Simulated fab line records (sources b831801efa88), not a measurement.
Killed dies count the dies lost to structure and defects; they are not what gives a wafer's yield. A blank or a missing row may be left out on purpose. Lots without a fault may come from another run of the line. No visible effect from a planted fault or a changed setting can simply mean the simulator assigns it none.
Which tool is to blame?    flow sky130    Sampling: 14 lots, 42 wafers, 4 of 708 route steps

## WHAT EACH GAUGE READ, for each wafer
SKY_LI_CONTACT_THK_MEAS_23: measures by xrf. Usual: LI_CONTACT_W_THK typically reads 424 nm, with standard deviation 7.3.
lot   measured      on             LI_CONTACT_W_THK (nm)  flag
L370  day 29 13:05  film metro-03  410 414 420            
L371  day 29 19:08  film metro-03  416 419 408            
L373  day 30 15:24  film metro-01  421 421 417            
L375  day 31 13:23  film metro-01  418 416 420            
L376  day 31 18:20  film metro-02  430 432 436            
L379  day 32 14:59  film metro-03  426 440 430            
L381  day 33 10:28  film metro-03  430 434 425            
L382  day 33 15:35  film metro-02  422 427 420            
L383  day 33 20:41  film metro-01  427 431 425            
L384  day 33 23:49  film metro-01  412 415 412            
L391  day 36 04:07  film metro-01  423 425 422            
L390  day 36 04:56  film metro-01  430 421 420            
L392  day 36 08:14  film metro-03  427 422 428            
L393  day 36 11:11  film metro-02  423 425 424            

SKY_CONTACT_THK_MEAS_03. Usual: CONTACT_HDPCVD_THK typically reads 565 nm, with standard deviation 6.2.
lot   measured      on             CONTACT_HDPCVD_THK (nm)  flag
L370  day 30 18:02  film metro-04  576 563 566              
L371  day 31 01:02  film metro-04  560 566 563              
L373  day 31 20:32  film metro-04  565 573 566              
L375  day 32 18:57  film metro-01  572 561 568              
L376  day 32 23:16  film metro-03  557 558 563              
L379  day 33 19:05  film metro-03  567 571 568              
L381  day 34 13:38  film metro-03  564 565 560              
L382  day 34 19:34  film metro-04  569 558 562              
L383  day 35 01:26  film metro-04  554 551 570              
L384  day 35 03:41  film metro-01  565 572 560              
L391  day 37 07:58  film metro-04  552 562 564              
L390  day 37 08:13  film metro-04  561 564 570              
L392  day 37 11:57  film metro-01  567 573 570              
L393  day 37 14:59  film metro-01  570 561 577              

## TOOL THAT RAN EACH LOT (tool first, then ch and the chambers of the sampled wafers, then the start)
lot   SKY_LI_CONTACT_CVD_21          SKY_LOCAL_INTERCONNECT_DEVELOP_10
L370  cvd w-02 ch 0,1, day 29 12:49  litho track-04 ch 0, day 30 16:00
L371  cvd w-01 ch 0, day 29 18:52    litho track-03 ch 0, day 30 23:00
L373  cvd w-01 ch 0,1, day 30 15:08  litho track-01 ch 0, day 31 19:00
L375  cvd w-01 ch 0,1, day 31 13:08  litho track-03 ch 0, day 32 17:00
L376  cvd w-01 ch 0,1, day 31 18:05  litho track-03 ch 0, day 32 22:00
L379  cvd w-01 ch 0,1, day 32 14:45  litho track-01 ch 0, day 33 17:00
L381  cvd w-01 ch 0,1, day 33 10:14  litho track-03 ch 0, day 34 12:00
L382  cvd w-02 ch 1, day 33 15:13    litho track-01 ch 0, day 34 18:00
L383  cvd w-01 ch 0,1, day 33 20:27  litho track-01 ch 0, day 35 00:00
L384  cvd w-02 ch 1, day 33 23:28    litho track-01 ch 0, day 35 02:00
L391  cvd w-01 ch 0,1, day 36 03:52  litho track-03 ch 0, day 37 06:00
L390  cvd w-02 ch 0,1, day 36 04:41  litho track-04 ch 0, day 37 06:00
L392  cvd w-01 ch 0,1, day 36 08:01  litho track-01 ch 0, day 37 10:00
L393  cvd w-01 ch 0,1, day 36 10:57  litho track-03 ch 0, day 37 13:00
- SKY_LI_CONTACT_CVD_21: deposits W, target thk 400 nm, time 120.56 s.
- SKY_LOCAL_INTERCONNECT_DEVELOP_10: develop time 60 s.

## AS READ BY THE TOOLS THEMSELVES (means over the sampled wafers that have a number; for cases with no such wafer, the mark the record gives instead)
SKY_LI_CONTACT_CVD_21. Usual: heater power w at 820 W, with a standard deviation of 61.
lot   tool      heater power w (W)  flag
L370  cvd w-02  736                 
L371  cvd w-01  826                 
L373  cvd w-01  855                 
L375  cvd w-01  856                 
L376  cvd w-01  865                 
L379  cvd w-01  857                 
L381  cvd w-01  851                 
L382  cvd w-02  838                 
L383  cvd w-01  838                 
L384  cvd w-02  848                 
L391  cvd w-01  863                 
L390  cvd w-02  793                 
L392  cvd w-01  849                 
L393  cvd w-01  850                 

SKY_LOCAL_INTERCONNECT_DEVELOP_10. Usual: developer temp C 20.97 C, standard deviation 0.11; exhaust pa 44.9 Pa, standard deviation 0.95.
lot   tool            developer temp C (C)  exhaust pa (Pa)  flag
L370  litho track-04  20.80                 46.4             
L371  litho track-03  20.95                 44.8             
L373  litho track-01  20.90                 43.8             
L375  litho track-03  21.10                 45.0             
L376  litho track-03  21.05                 46.3             
L379  litho track-01  20.94                 45.2             
L381  litho track-03  20.97                 43.3             
L382  litho track-01  23.01                 44.7             OFF
L383  litho track-01  23.09                 45.0             OFF
L384  litho track-01  23.02                 44.5             OFF
L391  litho track-03  20.91                 44.6             
L390  litho track-04  20.99                 44.4             
L392  litho track-01  20.99                 45.1             
L393  litho track-03  21.09                 46.2             

## THE ANSWER, worked out from the rows above alone
Rule: a lot counts as off when the mean over its wafers that have a number is more than 3 standard deviations away from the usual mean. Also off: a lot with no number at a reading for which 4 or more lots have one. Where the step has rows for the other lots, those lots are counted as sound. First the gauges in route order, then the tools' own readings, where a lot's mean is used as printed above. The first step at which some lot is off is used, and at that step the reading that is off furthest; a lot without a number counts as furthest.
Off at SKY_LOCAL_INTERCONNECT_DEVELOP_10 (developer temp C): L382, L383, L384.
If a tool, at that step or one of the process steps before it, ran each lot that is off and ran no sound lot following the first of them, it fits. No candidate that was tried fits.

## WHAT WAS PUT IN BY THE SIMULATOR
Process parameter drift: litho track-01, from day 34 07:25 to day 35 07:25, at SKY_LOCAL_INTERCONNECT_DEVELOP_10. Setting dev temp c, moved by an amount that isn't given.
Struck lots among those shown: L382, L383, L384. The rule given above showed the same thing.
